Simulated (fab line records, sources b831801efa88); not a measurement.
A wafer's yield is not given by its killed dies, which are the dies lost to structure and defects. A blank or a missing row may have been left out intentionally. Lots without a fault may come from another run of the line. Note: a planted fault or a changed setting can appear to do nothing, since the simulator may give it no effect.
fab line records | flow sky130
[record] lots = 12 | wafers = 36 | last_day = 50
route steps=708 shown FIELD_ISO@14 NWELL@81 PAD_OPEN@708
lots with no fault: from the same line, run without faults
start_h: hours from the record's opening day to when the first of the lot's shown wafers began | wait_h: hours elapsed since this lot's preceding step | " same as the row above | L1.1+2: several wafers, shown together as one row | - value missing, or start not given | * or withheld: withheld | < > ~ a bound
route shown NAME@n: a module of which the file shows steps, and the number in the route of the first | usual: mean and standard deviation over wafers with no fault | same: alike in all rows | chamber/n: place in a boat | sites: each site's reading | _std_site: standard deviation across them | _edge_site: outer sites' mean less inner sites' | radius_mm: for every site, how far away it sits from the centre of the wafer | mask NAME#n: copy n | behind: the most recent tool/chamber to have shaped the wafer | hold: reason for holding the lot/hours on hold/outcome of the hold | device: the n, p or np transistor that did not switch | end of line: at the end of the route, the tests of the same wafers | step lacking rows: just its recipe | killed: dies that structure and defects cost at the first sort, which is not the same as the wafer's yield | map: the dies of a wafer, with x for killed, . for not killed, _ for no die there
set.NAME: setting as actually run; set.NAME@STEP: the setting as run at that earlier step | model.NAME: the simulator's own value behind a step, which no gauge read
the route's steps for a sample of lots (tables are steps, rows are wafers)
services: the hour from which a tool's chamber was out of use, counted from the record's first day as start_h (under 0 if before that day), plus the number of hours and why
[[steps]]
[step SKY_FIELD_ISO_CD_MEAS_13]
[recipe] target_cd_nm = 150
[usual] cd_nm = 149.8/1.6
lot.wafer | tool      | chamber | start_h | wait_h | cd_nm
L299.1    | cd_sem-01 | -       | 30.09   | -      | 149.4
L299.2    | "         | -       | "       | "      | 149.5
L299.5    | "         | -       | "       | "      | 149.2
L300.3    | cd_sem-01 | -       | 32.98   | -      | 150.0
L300.5    | "         | -       | "       | "      | 148.8
L300.6    | "         | -       | "       | "      | 148.6
L301.1    | cd_sem-02 | -       | 40.95   | -      | 149.0
L301.3    | "         | -       | "       | "      | 149.0
L301.4    | "         | -       | "       | "      | 150.1
L303.2    | cd_sem-01 | -       | 49.99   | -      | 149.2
L303.3    | "         | -       | "       | "      | 150.4
L303.4    | "         | -       | "       | "      | 150.0
L304.4    | cd_sem-02 | -       | 54.60   | -      | 151.0
L304.5    | "         | -       | "       | "      | 151.6
L304.6    | "         | -       | "       | "      | 148.6
L307.2    | cd_sem-01 | -       | 70.84   | -      | 151.4
L307.4    | "         | -       | "       | "      | 151.4
L307.6    | "         | -       | "       | "      | 151.3
L310.3    | cd_sem-02 | -       | 88.23   | -      | 148.4
L310.4    | "         | -       | "       | "      | 148.0
L310.6    | "         | -       | "       | "      | 149.5
L311.2    | cd_sem-02 | -       | 91.99   | -      | 150.8
L311.5    | "         | -       | "       | "      | 151.1
L311.6    | "         | -       | "       | "      | 150.2
L315.1    | cd_sem-01 | -       | 111.87  | -      | 151.0
L315.4    | "         | -       | "       | "      | 149.7
L315.6    | "         | -       | "       | "      | 151.6
L316.4    | cd_sem-01 | -       | 117.18  | -      | 151.0
L316.5    | "         | -       | "       | "      | 152.8
L316.6    | "         | -       | "       | "      | 151.3
L320.1    | cd_sem-01 | -       | 137.74  | -      | 148.5
L320.2    | "         | -       | "       | "      | 148.4
L320.5    | "         | -       | "       | "      | 147.4
L322.3    | cd_sem-02 | -       | 150.23  | -      | 148.6
L322.4    | "         | -       | "       | "      | 148.7
L322.5    | "         | -       | "       | "      | 148.0
[step SKY_FIELD_ISO_THK_MEAS_23]
[recipe] reads = SiO2_of_FIELD_ISO_OXIDATION_22
[usual] FIELD_ISO_OXIDATION_01_THK = 10.02/0.24
lot.wafer | tool          | chamber | start_h | wait_h | FIELD_ISO_OXIDATION_01_THK[nm]
L299.1    | film_metro-03 | -       | 32.91   | 0.0    | 9.98
L299.2    | "             | -       | "       | "      | 10.02
L299.5    | "             | -       | "       | "      | 10.06
L300.3    | film_metro-03 | -       | 34.79   | 0.0    | 10.34
L300.5    | "             | -       | "       | "      | 10.12
L300.6    | "             | -       | "       | "      | 10.11
L301.1    | film_metro-04 | -       | 43.05   | 0.0    | 10.17
L301.3    | "             | -       | "       | "      | 10.02
L301.4    | "             | -       | "       | "      | 10.13
L303.2    | film_metro-02 | -       | 52.45   | 0.0    | 10.49
L303.3    | "             | -       | "       | "      | 10.34
L303.4    | "             | -       | "       | "      | 10.38
L304.4    | film_metro-02 | -       | 61.39   | 0.0    | 10.19
L304.5    | "             | -       | "       | "      | 10.28
L304.6    | "             | -       | "       | "      | 10.23
L307.2    | film_metro-04 | -       | 73.92   | 0.0    | 10.40
L307.4    | "             | -       | "       | "      | 10.32
L307.6    | "             | -       | "       | "      | 10.20
L310.3    | film_metro-04 | -       | 90.08   | 0.1    | 9.81
L310.4    | "             | -       | "       | "      | 9.74
L310.6    | "             | -       | "       | "      | 9.88
L311.2    | film_metro-03 | -       | 94.22   | 0.0    | 10.04
L311.5    | "             | -       | "       | "      | 9.86
L311.6    | "             | -       | "       | "      | 10.00
L315.1    | film_metro-04 | -       | 116.33  | 0.0    | 10.07
L315.4    | "             | -       | "       | "      | 9.77
L315.6    | "             | -       | "       | "      | 9.81
L316.4    | film_metro-02 | -       | 120.44  | 0.0    | 9.56
L316.5    | "             | -       | "       | "      | 9.62
L316.6    | "             | -       | "       | "      | 9.62
L320.1    | film_metro-03 | -       | 139.75  | 0.0    | 10.16
L320.2    | "             | -       | "       | "      | 10.41
L320.5    | "             | -       | "       | "      | 10.27
L322.3    | film_metro-04 | -       | 152.04  | 0.0    | 10.10
L322.4    | "             | -       | "       | "      | 10.00
L322.5    | "             | -       | "       | "      | 10.09
[step SKY_FIELD_ISO_CVD_24]
[recipe] material = SiO2 | target_thk_nm = 595 | temp_c = 650 | sigma_open_frac = 0.3 | time_s = 99.2 | sih4_flow_sccm = 60 | pressure_mtorr = 6
[usual] sih4_flow_sccm = 59.98/0.17
lot.wafer | tool      | chamber | start_h | wait_h | sih4_flow_sccm
L299.1    | hdpcvd-02 | 1       | 32.97   | 0.1    | 60.07
L299.2    | "         | 2       | "       | "      | 60.09
L299.5    | "         | 1       | "       | "      | 60.26
L300.3    | hdpcvd-01 | 1       | 34.83   | 0.0    | 60.25
L300.5    | "         | 1       | "       | "      | 60.21
L300.6    | "         | 2       | "       | "      | 60.19
L301.1    | hdpcvd-01 | 0       | 43.11   | 0.1    | 60.00
L301.3    | "         | 1       | "       | "      | 60.14
L301.4    | "         | 2       | "       | "      | 59.84
L303.2    | hdpcvd-01 | 1       | 52.50   | 0.0    | 60.12
L303.3    | "         | 2       | "       | "      | 60.02
L303.4    | "         | 0       | "       | "      | 60.06
L304.4    | hdpcvd-01 | 2       | 61.45   | 0.1    | 59.94
L304.5    | "         | 0       | "       | "      | 59.78
L304.6    | "         | 1       | "       | "      | 60.16
L307.2    | hdpcvd-02 | 0       | 73.97   | 0.0    | 60.02
L307.4    | "         | 1       | "       | "      | 59.87
L307.6    | "         | 0       | "       | "      | 59.98
L310.3    | hdpcvd-01 | 2       | 90.12   | 0.0    | 59.85
L310.4    | "         | 2       | "       | "      | 60.32
L310.6    | "         | 0       | "       | "      | 59.93
L311.2    | hdpcvd-02 | 0       | 94.27   | 0.0    | 59.72
L311.5    | "         | 1       | "       | "      | 59.92
L311.6    | "         | 0       | "       | "      | 59.99
L315.1    | hdpcvd-01 | 2       | 116.39  | 0.1    | 60.06
L315.4    | "         | 0       | "       | "      | 59.83
L315.6    | "         | 2       | "       | "      | 60.02
L316.4    | hdpcvd-01 | 0       | 120.51  | 0.1    | 59.64
L316.5    | "         | 2       | "       | "      | 59.81
L316.6    | "         | 1       | "       | "      | 60.15
L320.1    | hdpcvd-02 | 0       | 139.81  | 0.1    | 60.16
L320.2    | "         | 2       | "       | "      | 59.84
L320.5    | "         | 1       | "       | "      | 59.99
L322.3    | hdpcvd-02 | 1       | 152.08  | 0.0    | 60.17
L322.4    | "         | 2       | "       | "      | 59.92
L322.5    | "         | 1       | "       | "      | 59.86
[step SKY_FIELD_ISO_THK_MEAS_25]
[recipe] reads = SiO2_of_FIELD_ISO_CVD_24
[usual] FIELD_ISO_CVD_24_THK = 597/6
lot.wafer | tool          | chamber | start_h | wait_h | FIELD_ISO_CVD_24_THK[nm]
L299.1    | film_metro-02 | -       | 33.04   | 0.0    | 592
L299.2    | "             | -       | "       | "      | 590
L299.5    | "             | -       | "       | "      | 591
L300.3    | film_metro-04 | -       | 34.93   | 0.1    | 605
L300.5    | "             | -       | "       | "      | 612
L300.6    | "             | -       | "       | "      | 600
L301.1    | film_metro-02 | -       | 43.18   | 0.0    | 591
L301.3    | "             | -       | "       | "      | 599
L301.4    | "             | -       | "       | "      | 600
L303.2    | film_metro-02 | -       | 52.58   | 0.0    | 595
L303.3    | "             | -       | "       | "      | 590
L303.4    | "             | -       | "       | "      | 592
L304.4    | film_metro-04 | -       | 61.52   | 0.0    | 597
L304.5    | "             | -       | "       | "      | 592
L304.6    | "             | -       | "       | "      | 603
L307.2    | film_metro-03 | -       | 74.05   | 0.0    | 601
L307.4    | "             | -       | "       | "      | 593
L307.6    | "             | -       | "       | "      | 599
L310.3    | film_metro-03 | -       | 90.22   | 0.1    | 593
L310.4    | "             | -       | "       | "      | 586
L310.6    | "             | -       | "       | "      | 593
L311.2    | film_metro-04 | -       | 94.36   | 0.0    | 608
L311.5    | "             | -       | "       | "      | 600
L311.6    | "             | -       | "       | "      | 607
L315.1    | film_metro-04 | -       | 116.46  | 0.0    | 783
L315.4    | "             | -       | "       | "      | 782
L315.6    | "             | -       | "       | "      | 774
L316.4    | film_metro-04 | -       | 120.58  | 0.0    | 782
L316.5    | "             | -       | "       | "      | 775
L316.6    | "             | -       | "       | "      | 774
L320.1    | film_metro-03 | -       | 139.89  | 0.0    | 603
L320.2    | "             | -       | "       | "      | 608
L320.5    | "             | -       | "       | "      | 606
L322.3    | film_metro-04 | -       | 152.17  | 0.1    | 596
L322.4    | "             | -       | "       | "      | 602
L322.5    | "             | -       | "       | "      | 606
[step SKY_FIELD_ISO_CMP_27]
[recipe] stop_on = Si3N4 | t_overpolish_s = 16 | down_force_psi = 4 | platen_rpm = 60 | target_thk_nm = 457.8 | pad_velocity_m_s = 0.94248
[usual] motor_current_A = 12.3/0.91 | platen_rpm = 59.99/0.04 | time_to_endpoint_s = 114/4.4
lot.wafer | tool   | chamber | start_h | wait_h | motor_current_A | platen_rpm | time_to_endpoint_s
L299.1    | cmp-02 | 2       | 34.65   | 0.1    | 12.3            | 60.01      | 118
L299.2    | "      | 0       | "       | "      | 13.1            | 60.05      | 108
L299.5    | "      | 1       | "       | "      | 12.6            | 60.06      | 118
L300.3    | cmp-01 | 0       | 36.52   | 0.1    | 10.8            | 59.98      | 116
L300.5    | "      | 3       | "       | "      | 10.4            | 59.95      | 118
L300.6    | "      | 0       | "       | "      | 11.3            | 59.91      | 118
L301.1    | cmp-01 | 1       | 44.74   | 0.0    | 13.2            | 59.96      | 115
L301.3    | "      | 2       | "       | "      | 12.5            | 59.95      | 110
L301.4    | "      | 0       | "       | "      | 10.7            | 59.93      | 121
L303.2    | cmp-02 | 1       | 54.25   | 0.0    | 12.6            | 59.96      | 111
L303.4    | "      | 2       | "       | "      | 12.3            | 59.90      | 112
L303.3    | "      | 3       | "       | "      | 13.0            | 59.99      | 109
L304.4    | cmp-02 | 3       | 65.75   | 0.1    | 13.5            | 59.97      | 110
L304.5    | "      | 1       | "       | "      | 12.8            | 60.05      | 111
L304.6    | "      | 2       | "       | "      | 12.4            | 60.04      | 117
L307.2    | cmp-01 | 3       | 75.65   | 0.1    | 10.7            | 59.98      | 109
L307.4    | "      | 1       | "       | "      | 11.9            | 60.03      | 114
L307.6    | "      | 3       | "       | "      | 10.5            | 60.02      | 110
L310.3    | cmp-01 | 2       | 92.97   | 0.1    | 12.9            | 59.99      | 111
L310.4    | "      | 3       | "       | "      | 10.7            | 59.98      | 113
L310.6    | "      | 2       | "       | "      | 12.1            | 59.90      | 112
L311.2    | cmp-01 | 3       | 97.06   | 0.0    | 11.4            | 59.96      | 119
L311.6    | "      | 3       | "       | "      | 10.8            | 59.97      | 120
L311.5    | "      | 0       | "       | "      | 11.3            | 60.00      | 122
L315.4    | cmp-02 | 2       | 118.47  | 0.0    | 12.5            | 60.02      | 158
L315.1    | "      | 3       | "       | "      | 12.8            | 60.06      | 153
L315.6    | "      | 2       | "       | "      | 12.8            | 60.10      | 155
L316.4    | cmp-02 | 0       | 123.43  | 0.0    | 13.4            | 60.00      | 149
L316.5    | "      | 0       | "       | "      | 13.6            | 59.93      | 145
L316.6    | "      | 1       | "       | "      | 12.0            | 59.98      | 156
L320.2    | cmp-01 | 2       | 141.45  | 0.0    | 13.1            | 59.99      | 110
L320.1    | "      | 3       | "       | "      | 11.2            | 60.07      | 109
L320.5    | "      | 2       | "       | "      | 12.9            | 60.04      | 110
L322.3    | cmp-02 | 3       | 154.66  | 0.0    | 12.9            | 59.97      | 114
L322.4    | "      | 0       | "       | "      | 12.9            | 60.00      | 111
L322.5    | "      | 3       | "       | "      | 13.1            | 59.97      | 114
[step SKY_NWELL_RTA_28]
[recipe] temp_c = 1050 | time_s = 30 | idle_temp_c = 650 | ramp_up_c_per_s = 150 | ramp_down_c_per_s = 90 | ambient = N2
[usual] lamp_power_pct = 25.30/0.056 | wafer_temp_C_max = 1055.0/1
lot.wafer | tool          | chamber | start_h | wait_h | lamp_power_pct | wafer_temp_C_max
L299.1    | rtp_anneal-01 | 0       | 104.44  | 0.0    | 25.35          | 1053.7
L299.2    | "             | 0       | "       | "      | 25.32          | 1054.2
L299.5    | "             | 0       | "       | "      | 25.38          | 1056.1
L300.3    | rtp_anneal-02 | 0       | 104.62  | 0.0    | 25.27          | 1056.3
L300.5    | "             | 0       | "       | "      | 25.32          | 1054.7
L300.6    | "             | 0       | "       | "      | 25.35          | 1054.2
L301.1    | rtp_anneal-01 | 0       | 117.63  | 0.0    | 25.35          | 1056.4
L301.3    | "             | 0       | "       | "      | 25.22          | 1053.3
L301.4    | "             | 0       | "       | "      | 25.40          | 1054.7
L303.2    | rtp_anneal-02 | 0       | 130.71  | 0.0    | 25.40          | 1055.0
L303.3    | "             | 0       | "       | "      | 25.30          | 1054.9
L303.4    | "             | 0       | "       | "      | 25.31          | 1054.0
L304.4    | rtp_anneal-02 | 0       | 142.44  | 0.1    | 25.26          | 1056.0
L304.5    | "             | 0       | "       | "      | 25.38          | 1054.8
L304.6    | "             | 0       | "       | "      | 25.31          | 1054.1
L307.2    | rtp_anneal-01 | 0       | 152.75  | 0.0    | 25.18          | 1056.4
L307.4    | "             | 0       | "       | "      | 25.30          | 1053.8
L307.6    | "             | 0       | "       | "      | 25.31          | 1056.0
L310.3    | rtp_anneal-02 | 0       | 173.07  | 0.0    | 25.30          | 1054.6
L310.4    | "             | 0       | "       | "      | 25.21          | 1054.6
L310.6    | "             | 0       | "       | "      | 25.41          | 1054.1
L311.2    | rtp_anneal-01 | 0       | 177.40  | 0.0    | 25.34          | 1056.1
L311.5    | "             | 0       | "       | "      | 25.24          | 1055.4
L311.6    | "             | 0       | "       | "      | 25.40          | 1054.7
L315.1    | rtp_anneal-01 | 0       | 204.13  | 0.0    | 25.40          | 1053.4
L315.4    | "             | 0       | "       | "      | 25.29          | 1054.6
L315.6    | "             | 0       | "       | "      | 25.28          | 1055.6
L316.4    | rtp_anneal-02 | 0       | 209.59  | 0.1    | 25.34          | 1054.8
L316.5    | "             | 0       | "       | "      | 25.28          | 1054.7
L316.6    | "             | 0       | "       | "      | 25.28          | 1057.3
L320.1    | rtp_anneal-02 | 0       | 230.83  | 0.0    | 25.25          | 1054.2
L320.2    | "             | 0       | "       | "      | 25.23          | 1053.6
L320.5    | "             | 0       | "       | "      | 25.29          | 1055.6
L322.3    | rtp_anneal-02 | 0       | 245.98  | 0.0    | 25.37          | 1053.9
L322.4    | "             | 0       | "       | "      | 25.33          | 1054.8
L322.5    | "             | 0       | "       | "      | 25.34          | 1055.4
[step SKY_PAD_OPEN_PROBE_99]
[usual] killed_at_M0_to_M3 = 43/6.8 | killed_at_M4_up = 2.9/1.7 | killed_at_contacts = 24/5.4 | killed_at_front_end = 15/4.8 | killed_at_other = 0.3/0.57 | killed_dies = 85/9.4 | killed_open = 47/7.5 | killed_short = 38/5.7
[same] gross_dies = 492 | killed_at_back_side = 0
lot.wafer | tool      | chamber | start_h | wait_h | killed_at_M0_to_M3 | killed_at_M4_up | killed_at_contacts | killed_at_front_end | killed_at_other | killed_dies | killed_open | killed_short
L301.1    | prober-01 | -       | 1080.43 | 0.1    | 35                 | 3               | 24                 | 16                  | 0               | 78          | 45          | 33
L301.3    | prober-01 | -       | 1080.53 | 0.2    | 42                 | 4               | 26                 | 11                  | 2               | 85          | 44          | 41
L301.4    | prober-01 | -       | 1080.58 | 0.2    | 44                 | 2               | 16                 | 16                  | 0               | 78          | 42          | 36
L304.4    | prober-01 | -       | 1113.96 | 0.2    | 50                 | 2               | 21                 | 12                  | 0               | 85          | 56          | 29
L304.5    | prober-01 | -       | 1114.01 | 0.2    | 51                 | 2               | 22                 | 10                  | 0               | 85          | 52          | 33
L304.6    | prober-01 | -       | 1114.06 | 0.2    | 67                 | 7               | 22                 | 15                  | 0               | 111         | 65          | 46
L307.2    | prober-01 | -       | 1120.72 | 0.1    | 41                 | 0               | 33                 | 15                  | 0               | 89          | 53          | 36
L307.4    | prober-01 | -       | 1120.82 | 0.2    | 46                 | 1               | 30                 | 12                  | 0               | 89          | 44          | 45
L307.6    | prober-01 | -       | 1120.92 | 0.2    | 54                 | 5               | 28                 | 16                  | 0               | 103         | 56          | 47
L310.3    | prober-02 | -       | 1141.69 | 0.2    | 40                 | 3               | 21                 | 11                  | 1               | 76          | 29          | 47
L310.4    | prober-02 | -       | 1141.74 | 0.2    | 42                 | 3               | 14                 | 15                  | 0               | 74          | 37          | 37
L310.6    | prober-02 | -       | 1141.84 | 0.2    | 49                 | 2               | 26                 | 16                  | 1               | 94          | 55          | 39
L311.2    | prober-01 | -       | 1147.90 | 0.1    | 34                 | 4               | 23                 | 22                  | 0               | 83          | 47          | 36
L311.5    | prober-01 | -       | 1148.05 | 0.2    | 48                 | 2               | 21                 | 11                  | 0               | 82          | 39          | 43
L311.6    | prober-01 | -       | 1148.10 | 0.2    | 50                 | 3               | 31                 | 11                  | 0               | 95          | 53          | 42
L315.1    | prober-02 | -       | 1169.27 | 0.1    | 48                 | 3               | 29                 | 15                  | 0               | 95          | 53          | 42
L315.4    | prober-02 | -       | 1169.42 | 0.2    | 38                 | 2               | 29                 | 16                  | 0               | 85          | 43          | 42
L315.6    | prober-02 | -       | 1169.52 | 0.2    | 50                 | 2               | 26                 | 12                  | 0               | 90          | 43          | 47
L316.4    | prober-01 | -       | 1169.33 | 0.2    | 40                 | 0               | 18                 | 17                  | 1               | 76          | 43          | 33
L316.5    | prober-01 | -       | 1169.38 | 0.2    | 48                 | 1               | 22                 | 15                  | 0               | 86          | 51          | 35
L316.6    | prober-01 | -       | 1169.43 | 0.2    | 43                 | 2               | 23                 | 12                  | 1               | 81          | 43          | 38
// killed by level:class
L301.1 CONTACT:geometric_particle:open=11 VIA2:geometric_particle:open=8 VIA1:geometric_particle:open=6 FIELD_ISO:geometric_particle:short=5 POLY_GATE:geometric_particle:open=5 METAL1:geometric_particle:short=5 LI_CONTACT:geometric_particle:open=5 VIA3:geometric_particle:open=5
L301.3 LI_CONTACT:geometric_particle:open=10 CONTACT:geometric_particle:open=9 VIA2:geometric_particle:open=8 CONTACT:geometric_particle:short=6 METAL1:geometric_particle:short=6 VIA1:geometric_particle:open=5 METAL2:geometric_particle:short=5 FIELD_ISO:geometric_particle:short=4
L301.4 VIA2:geometric_particle:open=11 VIA1:geometric_particle:open=10 FIELD_ISO:geometric_particle:short=6 LI_CONTACT:geometric_particle:open=6 METAL2:geometric_particle:short=6 FIELD_ISO:geometric_particle:open=5 CONTACT:geometric_particle:open=4 VIA1:geometric_particle:short=4
L304.4 VIA1:geometric_particle:open=16 CONTACT:geometric_particle:open=10 VIA2:geometric_particle:open=7 METAL1:geometric_particle:short=6 VIA3:geometric_particle:open=6 CONTACT:geometric_particle:short=5 POLY_GATE:geometric_particle:open=4 VIA3:geometric_particle:short=4
L304.5 VIA1:geometric_particle:open=17 CONTACT:geometric_particle:open=9 VIA3:geometric_particle:open=7 VIA2:geometric_particle:open=6 VIA2:geometric_particle:short=6 LOCAL_INTERCONNECT:geometric_particle:short=5 LI_CONTACT:geometric_particle:open=4 METAL1:geometric_particle:short=4
L304.6 VIA1:geometric_particle:open=25 VIA2:geometric_particle:open=9 VIA1:geometric_particle:short=9 VIA3:geometric_particle:open=9 CONTACT:geometric_particle:open=8 METAL4:geometric_particle:short=5 POLY_GATE:geometric_particle:open=4 LOCAL_INTERCONNECT:geometric_particle:short=4
L307.2 CONTACT:geometric_particle:open=12 VIA1:geometric_particle:open=9 LI_CONTACT:geometric_particle:open=8 VIA3:geometric_particle:open=8 CONTACT:geometric_particle:short=7 POLY_GATE:geometric_particle:open=6 LI_CONTACT:geometric_particle:short=5 VIA1:geometric_particle:short=5
L307.4 LOCAL_INTERCONNECT:geometric_particle:short=9 CONTACT:geometric_particle:open=8 VIA1:geometric_particle:open=8 VIA3:geometric_particle:open=8 LI_CONTACT:geometric_particle:open=6 METAL2:geometric_particle:short=6 VIA2:geometric_particle:open=6 CONTACT:geometric_particle:short=5
L307.6 CONTACT:geometric_particle:open=13 VIA3:geometric_particle:open=12 METAL2:geometric_particle:short=9 VIA1:geometric_particle:open=8 FIELD_ISO:geometric_particle:open=6 LI_CONTACT:geometric_particle:open=6 METAL3:geometric_particle:short=6 METAL1:geometric_particle:short=5
L310.3 CONTACT:geometric_particle:open=10 METAL2:geometric_particle:short=7 METAL1:geometric_particle:short=6 VIA1:geometric_particle:open=5 VIA2:geometric_particle:open=5 VIA3:geometric_particle:open=5 LOCAL_INTERCONNECT:geometric_particle:short=4 SPACER:geometric_particle:short=3
L310.4 VIA1:geometric_particle:open=14 VIA1:geometric_particle:short=6 CONTACT:geometric_particle:open=5 METAL1:geometric_particle:short=4 FIELD_ISO:geometric_particle:open=3 FIELD_ISO:geometric_particle:short=3 SPACER:geometric_particle:open=3 SPACER:geometric_particle:short=3
L310.6 CONTACT:geometric_particle:open=15 VIA1:geometric_particle:open=11 VIA1:geometric_particle:short=9 FIELD_ISO:geometric_particle:short=7 LI_CONTACT:geometric_particle:open=7 VIA3:geometric_particle:open=6 VIA3:geometric_particle:short=5 METAL2:geometric_particle:short=4
L311.2 VIA1:geometric_particle:open=8 LI_CONTACT:geometric_particle:open=7 CONTACT:geometric_particle:open=7 FIELD_ISO:geometric_particle:open=6 POLY_GATE:geometric_particle:open=6 METAL2:geometric_particle:short=6 VIA3:geometric_particle:open=6 FIELD_ISO:geometric_particle:short=5
L311.5 METAL2:geometric_particle:short=10 CONTACT:geometric_particle:open=8 VIA2:geometric_particle:open=8 VIA1:geometric_particle:open=7 VIA3:geometric_particle:open=6 CONTACT:geometric_particle:short=6 VIA3:geometric_particle:short=5 POLY_GATE:geometric_particle:short=4
L311.6 CONTACT:geometric_particle:open=10 LI_CONTACT:geometric_particle:open=9 VIA1:geometric_particle:open=8 VIA2:geometric_particle:open=7 VIA3:geometric_particle:open=7 LOCAL_INTERCONNECT:geometric_particle:short=6 FIELD_ISO:geometric_particle:open=4 METAL3:geometric_particle:short=4
L315.1 CONTACT:geometric_particle:open=14 VIA1:geometric_particle:open=11 METAL1:geometric_particle:short=8 CONTACT:geometric_particle:short=7 VIA2:geometric_particle:open=7 VIA1:geometric_particle:short=6 VIA3:geometric_particle:open=6 FIELD_ISO:geometric_particle:open=5
L316.4 VIA1:geometric_particle:open=11 CONTACT:geometric_particle:open=9 VIA2:geometric_particle:open=7 METAL2:geometric_particle:short=5 FIELD_ISO:geometric_particle:open=4 FIELD_ISO:geometric_particle:short=4 VIA1:geometric_particle:short=4 POLY_GATE:geometric_particle:open=3
L316.5 CONTACT:geometric_particle:open=10 VIA3:geometric_particle:open=10 VIA1:geometric_particle:open=8 VIA2:geometric_particle:open=8 LI_CONTACT:geometric_particle:open=6 FIELD_ISO:geometric_particle:short=5 METAL1:geometric_particle:short=5 VIA1:geometric_particle:short=4
L315.4 METAL1:geometric_particle:short=10 VIA3:geometric_particle:open=8 LI_CONTACT:geometric_particle:open=8 VIA1:geometric_particle:open=8 CONTACT:geometric_particle:open=7 CONTACT:geometric_particle:short=6 FIELD_ISO:geometric_particle:open=5 LI_CONTACT:geometric_particle:short=4
L316.6 VIA1:geometric_particle:open=12 CONTACT:geometric_particle:open=10 VIA1:geometric_particle:short=7 LI_CONTACT:geometric_particle:open=6 VIA2:geometric_particle:open=6 METAL2:geometric_particle:short=4 METAL3:geometric_particle:short=4 POLY_GATE:geometric_particle:short=3
L315.6 CONTACT:geometric_particle:open=8 VIA1:geometric_particle:open=8 METAL1:geometric_particle:short=7 LI_CONTACT:geometric_particle:open=7 VIA2:geometric_particle:open=7 CONTACT:geometric_particle:short=6 METAL2:geometric_particle:short=6 VIA1:geometric_particle:short=5
[[services]]
tool      | chamber | start_h | hours | kind
cmp-02    | -       | 36.49   | 1.2   | repair
cmp-01    | -       | 64.00   | 4.0   | pm
cmp-01    | -       | 66.41   | 1.0   | repair
hdpcvd-01 | -       | 66.75   | 15.0  | pm
hdpcvd-01 | 0       | 66.75   | 15.0  | vent_cycle
hdpcvd-01 | 1       | 66.75   | 15.0  | vent_cycle
hdpcvd-01 | 2       | 66.75   | 15.0  | vent_cycle
hdpcvd-01 | -       | 66.80   | 1.4   | repair
cmp-01    | -       | 68.00   | 6.5   | pm
cmp-02    | -       | 72.74   | 3.2   | repair
hdpcvd-01 | 0       | 81.75   | -     | clean
hdpcvd-01 | 1       | 81.75   | -     | clean
hdpcvd-01 | 2       | 81.75   | -     | clean
hdpcvd-01 | -       | 86.39   | 2.8   | pm
hdpcvd-02 | -       | 101.72  | 3.1   | repair
cmp-02    | -       | 116.37  | 2.0   | repair
cmp-01    | -       | 130.69  | 2.3   | repair
cmp-02    | -       | 160.73  | 0.9   | repair
cmp-01    | -       | 167.13  | 2.2   | repair
cmp-01    | -       | 186.70  | 0.5   | repair
cmp-02    | -       | 218.84  | 2.2   | repair
cmp-02    | -       | 227.05  | 3.7   | pm
cmp-02    | -       | 232.17  | 4.0   | pm
cmp-02    | -       | 243.94  | 2.0   | repair
[[key]]
[first_sign] step = SKY_FIELD_ISO_THK_MEAS_25 | reading = FIELD_ISO_CVD_24_THK | direction = up | sigmas = 30 | usual = 597 | struck = 778
[effect] step = SKY_FIELD_ISO_CMP_27 | reading = time_to_endpoint_s | direction = up | sigmas = 8.7 | usual = * | struck = *
met_at SKY_FIELD_ISO_CVD_24
struck_lots L315,L316
tester_left_out L315,L316
not_acting_at SKY_FIELD_ISO_CD_MEAS_13,SKY_FIELD_ISO_THK_MEAS_23,SKY_NWELL_RTA_28
onset_between 90.12 116.39
[fault] kind = process_parameter_drift | tool = hdpcvd-01 | chamber = - | onset_h = 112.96 | steps = SKY_FIELD_ISO_CVD_24 | channel = target_thk_nm | offset = 179.72 | shape = step | end_h = 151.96 | acts_in = these_recipes_only | stated = 595
// tester_left_out: of these lots the tester's yield and bins aren't shown, on N5 and GAA mostly nor the transistor test; their killed dies are dies lost to structure and defects alone, not to doping, threshold or leakage, so they don't give the yield
